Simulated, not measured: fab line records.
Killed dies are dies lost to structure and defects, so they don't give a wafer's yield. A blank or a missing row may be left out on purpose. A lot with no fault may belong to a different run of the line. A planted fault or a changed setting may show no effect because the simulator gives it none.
2 desks looking at one fault    flow sky130    every desk sees just its own numbers, and what lay behind them comes last

## AT THE TOOL OWNER'S DESK: implanter-03
SKY_LDD_HVN_IMPLANT_08, tool's own readings: per-lot mean of the sampled wafers with a number, covering each lot this tool ran. Any lot whose mean is over 4 standard deviations away from the usual mean is out of limits and marked OUT; that distance is given in the brackets.
Columns: A = beam energy keV at SKY_LDD_HVN_IMPLANT_08, usual 60.000
lot   first seen here  A
L718  day 22 22:56     60.032
L724  day 25 07:07     57.413 (-99 or more) OUT
L726  day 25 18:04     57.419 (-99 or more) OUT
This desk's verdict: out of limits on L724, L726, starting with L724 at day 25 07:07 (beam energy keV at SKY_LDD_HVN_IMPLANT_08). Within limits: L718.

## AT THE METROLOGY DESK
Means of the sampled wafers that have a number, per lot and without regard to the tool the lot ran on: this is what the gauges read. Any lot whose mean is over 4 standard deviations away from the usual mean is out of limits and marked OUT; that distance is given in the brackets.
Columns: A = LDD_P_OVL at SKY_LDD_P_OVL_MEAS_08, usual -0.2 nm; B = LDD_P_TW at SKY_LDD_P_TW_MEAS_11, usual 640; C = LDD_HVN_OVL at SKY_LDD_HVN_OVL_MEAS_07, usual 0.4 nm
lot   first seen here  A     B    C
L716  day 21 00:09     2.4   638  1.3
L718  day 21 15:55     1.0   636  3.2
L721  day 23 08:36     0.5   637  0.7
L724  day 24 01:29     -1.5  650  0.1
L726  day 24 13:12     -1.4  639  -1.4
L729  day 25 11:54     0.6   647  3.1
This desk found nothing out of limits on any of the 6 lots.

## TAKEN TOGETHER
The tool owner's desk could have raised an alarm at day 25 07:07, on L724, L726.
From the metrology desk's view, nothing was out of limits.
The metrology desk has L724, L726 on record, within its limits.
Every lot named ran SKY_LDD_HVN_IMPLANT_08 on implanter-03.

## WHAT WAS PUT IN BY THE SIMULATOR
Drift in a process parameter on implanter-03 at SKY_LDD_HVN_IMPLANT_08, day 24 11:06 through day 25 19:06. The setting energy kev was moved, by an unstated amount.
Struck lots among those shown: L724, L726.
Delay in hours, fault start to first out-of-limits reading, by desk: the tool owner's desk at 20.
